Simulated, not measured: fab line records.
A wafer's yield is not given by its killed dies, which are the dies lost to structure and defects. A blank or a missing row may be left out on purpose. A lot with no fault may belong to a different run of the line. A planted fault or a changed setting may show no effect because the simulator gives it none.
Check of tool commonality -- flow gf180mcu -- 12 lots and 36 wafers in the sample

## REASON IT WAS OPENED
Of 12 lots, 2 have the reading HV_LDD_3_TW flagged at GF_HV_LDD_TW_MEAS_38. Fault-free wafers read 1447, with a standard deviation of 9.1.
Rule: flag the lot when none of its wafers has a number, or when each of its wafers that has one lies beyond 4 standard deviations from that mean. All remaining lots are regarded as sound.

lot,measured,on,"HV_LDD_3_TW, wafer by wafer",flag
L848,day 11 15:44,filmMetro-04,1450 1459 1450,
L849,day 12 01:56,filmMetro-04,1454 1447 1456,
L851,day 12 13:34,filmMetro-02,1436 1440 1433,
L852,day 12 22:44,filmMetro-02,1433 1428 1442,
L853,day 13 02:37,filmMetro-01,1461 1456 1453,
L854,day 13 06:29,filmMetro-01,1466 1462 1466,
L856,day 14 03:57,filmMetro-04,1456 1453 1447,
L861,day 15 18:31,filmMetro-01,1368 1368 1369,FLAGGED
L863,day 16 10:49,filmMetro-04,1367 1366 1357,FLAGGED
L868,day 18 07:50,filmMetro-02,1439 1443 1434,
L869,day 18 11:58,filmMetro-02,1446 1440 1443,
L870,day 19 00:02,filmMetro-04,1455 1455 1460,
Average over the flagged lots: 1366; offset from the usual -81, equal to -9 standard deviations.

## WHICH TOOL RAN EACH LOT
The record holds 1 process step before the reading, out of a route of 602 steps. In each cell: the tool, then ch and the chambers that the sampled wafers went through, then the start.
lot,flag,GF_HV_LDD_IMPLANT_33
L848,,"implanter-02 ch 0, day 11 15:04"
L849,,"implanter-01 ch 0, day 12 01:16"
L851,,"implanter-01 ch 0, day 12 12:52"
L852,,"implanter-01 ch 0, day 12 22:02"
L853,,"implanter-04 ch 0, day 13 01:55"
L854,,"implanter-02 ch 0, day 13 05:49"
L856,,"implanter-04 ch 0, day 14 03:15"
L861,FLAGGED,"implanter-04 ch 0, day 15 17:50"
L863,FLAGGED,"implanter-04 ch 0, day 16 10:08"
L868,,"implanter-01 ch 0, day 18 07:08"
L869,,"implanter-01 ch 0, day 18 11:18"
L870,,"implanter-02 ch 0, day 18 23:20"
What is done by these steps:
- GF_HV_LDD_IMPLANT_33
- GF_HV_LDD_TW_MEAS_38

## FLAGGED AGAINST TOTAL, ONE TOOL AT A TIME (gauges that did the reading follow at the end)
step,tool,lots run,flagged,share of the flagged lots,sound lots run after its first flagged lot
GF_HV_LDD_IMPLANT_33,implanter-01,5,0,none,-
GF_HV_LDD_IMPLANT_33,implanter-02,3,0,none,-
GF_HV_LDD_IMPLANT_33,implanter-04,4,2,all,0
GF_HV_LDD_TW_MEAS_38,filmMetro-01,3,1,some,0
GF_HV_LDD_TW_MEAS_38,filmMetro-02,4,0,none,-
GF_HV_LDD_TW_MEAS_38,filmMetro-04,5,1,some,1 (L870)

## THE TABLE: WHAT IT ALLOWS
In the table, 1 row covers all flagged lots: implanter-04 at GF_HV_LDD_IMPLANT_33.
- implanter-04 at GF_HV_LDD_IMPLANT_33 ran 4 lots, 2 of them flagged. Last sound lot L856 at day 14 03:15, first flagged lot L861 at day 15 17:50; a fault beginning in between fits. Its own readings lie more than 4 standard deviations out on every wafer of the flagged lots: doseIonsCm2, faradayCurrentUA.
What remains is a single tool, implanter-04 at GF_HV_LDD_IMPLANT_33.

## WHAT THE SIMULATOR HAD INSERTED
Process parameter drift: implanter-04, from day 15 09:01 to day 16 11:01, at GF_HV_LDD_IMPLANT_33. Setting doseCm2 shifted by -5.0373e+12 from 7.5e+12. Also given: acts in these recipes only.
Struck lots among those shown: L861, L863. The rule above reached the same finding.
